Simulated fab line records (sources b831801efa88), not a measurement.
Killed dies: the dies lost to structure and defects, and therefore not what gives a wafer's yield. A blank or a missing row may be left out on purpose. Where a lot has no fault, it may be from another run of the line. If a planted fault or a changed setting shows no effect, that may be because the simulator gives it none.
Comparing a struck lot with a sound one    flow gf180mcu    15 out of 602 route steps
Sound: these wafers, L846.1, L846.4, L846.6. Struck: wafer L859.3 (left out: L859.1, L859.5 of the same lot, which were not struck); the cause appears at the end.
For every step that has rows: the tool of each side, followed by ch and its chambers, followed by its first start. Under that, the readings that differ: sound wafers    struck wafers    difference of the means    sigmas: that difference in standard deviations of wafers without a fault.
alike: words and numbers the same on both sides, and readings whose means are apart by under 2 such deviations; not compared: readings that were withheld, readings missing a value for some wafer, numbers with overlapping values and no deviation given by the record, and bounds like >300 which may hide the same value.
The two part at a step that has a row with sigmas, a row that says differs or no value, or rows on one side only. Numbers that have no deviation but don't overlap get no sigmas and don't part them. A reading missing from all wafers of one side parts the sides only when that side holds two or more wafers.

first, 4 steps without rows for these wafers: GF_V1_SOFTBAKE_10 (time 60 s); GF_V1_EXPOSE_11 (exposes mask Via1, target cd 260 nm); GF_V1_PEB_12 (peb time 90 s); GF_V1_DEVELOP_13 (develop time 60 s).
GF_V1_CD_MEAS_14: target cd 260 nm.
  sound on cd sem-02 at day 20 02:47; struck on cd sem-02 at day 24 16:17
  alike: cd nm
GF_V1_OVL_MEAS_15:
  sound on overlay-02 at day 20 02:55; struck on overlay-01 at day 24 16:25
  alike: V1_OVL
GF_V1_ETCH_16: etches BARC in N2/H2.
  sound on rie diel-02 ch 0,1,3, day 20 02:57; struck on rie diel-03 ch 3, day 24 16:26
  alike: drypump motor current A, oes product au, throttle valve pct
GF_V1_ETCH_17: etches SiO2 in C4F8/O2/Ar, stops on TiN, target depth 630 nm.
  sound on rie diel-02 ch 0,1,3; struck on rie diel-03 ch 3
  alike: oes product au
GF_V1_STRIP_18: strips in O2/N2.
  sound on plasma asher-02 ch 0,1, day 20 03:05; struck on plasma asher-02 ch 1, day 24 16:34
  alike: drypump motor current A, heater power w, oes product au
  not compared: rf hours counter h
then, 2 steps without rows for these wafers: GF_V1_STRIP_19 (strips in post etch residue remover, time 1200 s); GF_V1_CLEAN_20 (cleans in DIW).
GF_V1_SPUTTER_21: material Ti, target thk 15 nm, time 80.02 s.
  sound on pvd sputter-01 at day 20 03:37; struck on pvd sputter-01 at day 24 17:12
  alike: throttle valve pct
GF_V1_SPUTTER_22: material TiN, target thk 10 nm, time 40 s.
  sound on pvd sputter-01 at day 20 03:40; struck on pvd sputter-01 at day 24 17:16
reading                                 sound              struck  difference  sigmas
model.TiN_of_V1_SPUTTER_22.thk nm (nm)  10.02 10.04 10.12  7.497   -2.563      
  alike: throttle valve pct
GF_V1_CVD_23: deposits W, target thk 350 nm, time 105.05 s.
  sound on cvd w-01 ch 0,1, day 20 03:43; struck on cvd w-02 ch 0, day 24 17:18
  alike: heater power outer w, heater power w
then, 1 step without rows for these wafers: GF_PASSIVATION_PROBE_99.

== WHERE THEY PART ==
Nowhere in this record.

WHY: the cause the simulator had injected
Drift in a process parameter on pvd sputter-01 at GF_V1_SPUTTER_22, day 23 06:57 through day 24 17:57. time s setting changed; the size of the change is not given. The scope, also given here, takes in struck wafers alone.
